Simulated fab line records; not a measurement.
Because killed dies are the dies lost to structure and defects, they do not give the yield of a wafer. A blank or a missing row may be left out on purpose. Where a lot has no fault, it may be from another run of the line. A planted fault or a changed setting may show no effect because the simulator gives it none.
Code-filled problem report in 8D (eight disciplines) form    flow gf180mcu    the parts of the form that need people (team, actions taken, sign-off) are left out

1. WHAT WENT WRONG
Wafers free of any fault read 1568 (standard deviation 9.3) for MVSD_TW at GF_MVSD_TW_MEAS_11, against a mean of 1484 on 6 wafers of 2 lots. Relative to the usual mean, that is a shift of -9.0 standard deviations.
First observed at day 8 16:09: wafer L708.3, on film metro-04. Wafers with a number at this step in the record: 39, from 13 lots. By rule, "out" or "out of limits" means more than 4 standard deviations away from the usual mean. The rest of the wafers with a number are treated as sound.

2. WHAT THIS IS AND IS NOT
question                     is                      is not
which readings at this step  MVSD_TW                 -
which lots                   L708, L711              L692, L694, L695, L696, L697, L699, L700, L701, L712, L714, L715
which wafers of those lots   all that have a number  -
read on which gauges         film metro-04           film metro-02, film metro-03
when                         from day 8 16:09        up to then (24 sound wafers); but 9 sound wafers of L712, L714, L715 came after

3. THE SUSPECTS, EACH WITH WHAT RULES IT OUT
Counting: a tool at any process step up to the reading remains a suspect when it ran all the lots that are out and ran no sound lot after the first of those.
- the gauge at GF_MVSD_TW_MEAS_11 has been ruled out. All the wafers that are out were read on film metro-04, but those of them that GF_MVSD_IMPLANT_08 has rows for are out there too, on other tools.
- implanter-02 at GF_MVSD_IMPLANT_08: kept. All lots that are out passed through it, beginning with L708 at day 8 15:47, and no sound lot followed; its final sound lot before that point was L701 at day 7 00:44. Its own readings are out on those wafers: dose ions cm2, faraday current uA.
Remaining after the count: implanter-02 at GF_MVSD_IMPLANT_08.

4. THE CAUSE (what the simulator had put in)
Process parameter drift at GF_MVSD_IMPLANT_08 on implanter-02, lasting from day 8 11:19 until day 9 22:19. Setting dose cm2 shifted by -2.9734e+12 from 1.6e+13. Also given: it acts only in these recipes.
Counting left only this tool.

5. THE CHAIN OF EFFECTS, in route order
One row per reading whose mean, taken over the struck wafers that have a number, lies over 3 standard deviations from the usual. Scope: only readings with a usual standard deviation given in the record; hours: median across lots of the time from each lot's start at the first step in this table that gives one to its start at this step; sigmas: change in usual standard deviations.
hours  step                      reading             usual         on struck wafers  change       sigmas
0      GF_MVSD_IMPLANT_08        dose ions cm2       1.6002e+13    1.3024e+13        -2.9778e+12  -99 or more
0      GF_MVSD_IMPLANT_08        faraday current uA  90.4          73.4              -17.0        -8.9
0      GF_MVSD_TW_MEAS_11        MVSD_TW             1568          1484              -84          -9.0
104    GF_VT_IMPLANT_RS_MEAS_46  MVSD_RS             456.0 ohm/sq  506.5             +50.5        +46
It contains these process steps:
- GF_MVSD_IMPLANT_08

6. WHAT WOULD HAVE CAUGHT IT SOONER
The first out-of-limits reading at a measuring or inspecting step in this record came at day 8 16:09, 5 hours after the fault's start at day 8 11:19.
Tool's own readings at GF_MVSD_IMPLANT_08, dose ions cm2, faraday current uA: out on all struck wafers the step has rows for; an alarm limit on them would have tripped on the first.
L711, from the lots that are out (2), started GF_MVSD_IMPLANT_08 on implanter-02 later than day 8 16:09. Had the tool been put on hold then, it would have been spared.
